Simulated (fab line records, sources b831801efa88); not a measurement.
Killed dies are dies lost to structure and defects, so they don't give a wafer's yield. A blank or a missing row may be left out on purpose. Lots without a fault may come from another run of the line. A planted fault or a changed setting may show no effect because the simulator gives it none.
Which tool did it? | flow sky130 | 6 lots, 18 wafers sampled, at 2 steps of a route of 708

WHAT THE GAUGES READ, wafer by wafer
SKY_VIA2_THK_MEAS_01.
lot  | measured     | on            | VIA2_HDPCVD_THK (nm)
L717 | day 36 17:35 | film_metro-04 | 1200 1168 1199
L719 | day 37 09:22 | film_metro-03 | 1186 1183 1210
L729 | day 40 04:47 | film_metro-01 | 1202 904 1190 1202 904 1188
L731 | day 40 17:49 | film_metro-01 | 1172 1190 1172
L733 | day 41 10:31 | film_metro-03 | 1183 1204 1201
L738 | day 42 13:49 | film_metro-03 | 1208 1199 1206

WHICH TOOL RAN EACH LOT (tool, then ch and the chambers of the sampled wafers, then the start)
lot  | SKY_VIA2_HDPCVD_00
L717 | hdpcvd-01 ch 0,1,2, day 36 17:28
L719 | hdpcvd-01 ch 0,2, day 37 09:14
L729 | hdpcvd-02 ch 0,1,2, day 40 04:40
L731 | hdpcvd-01 ch 0,2, day 40 17:40
L733 | hdpcvd-01 ch 0,1,2, day 41 10:22
L738 | hdpcvd-01 ch 0,1,2, day 42 13:42
- SKY_VIA2_HDPCVD_00: deposits SiO2, target thk 1180 nm, time 196.7 s.

THE ANSWER, worked out from the rows above alone
Rule: what is usual is taken from the lots themselves. Put in order of their means at a reading, lots are off if they are a third of the lots or fewer, leave a main group of 4 or more, and stand apart from it by a gap of 3 or more times the standard deviation of the main group's means; of several such gaps the widest counts. A main group whose means are all the same, to the digits that the tables above print for the reading, isn't used. A lot without any number at a reading at which 4 lots or more have one is off too. The other lots that the step has rows for count as sound.
Off: L729, at SKY_VIA2_THK_MEAS_01 (VIA2_HDPCVD_THK). The main group: mean 1192 nm, standard deviation 8.6.
A tool fits if, at a process step before that reading, it ran every lot that is off, and no sound lot after the first of them. The gauges at SKY_VIA2_THK_MEAS_01 are tried like those tools. One fits: hdpcvd-02 at SKY_VIA2_HDPCVD_00. It ran no sound lot before its first lot that is off in this sample, so the start can't be narrowed down.

WHAT THE SIMULATOR HAD PUT IN
Process parameter drift: hdpcvd-02, from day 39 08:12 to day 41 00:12, at SKY_VIA2_HDPCVD_00. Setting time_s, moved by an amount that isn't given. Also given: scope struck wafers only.
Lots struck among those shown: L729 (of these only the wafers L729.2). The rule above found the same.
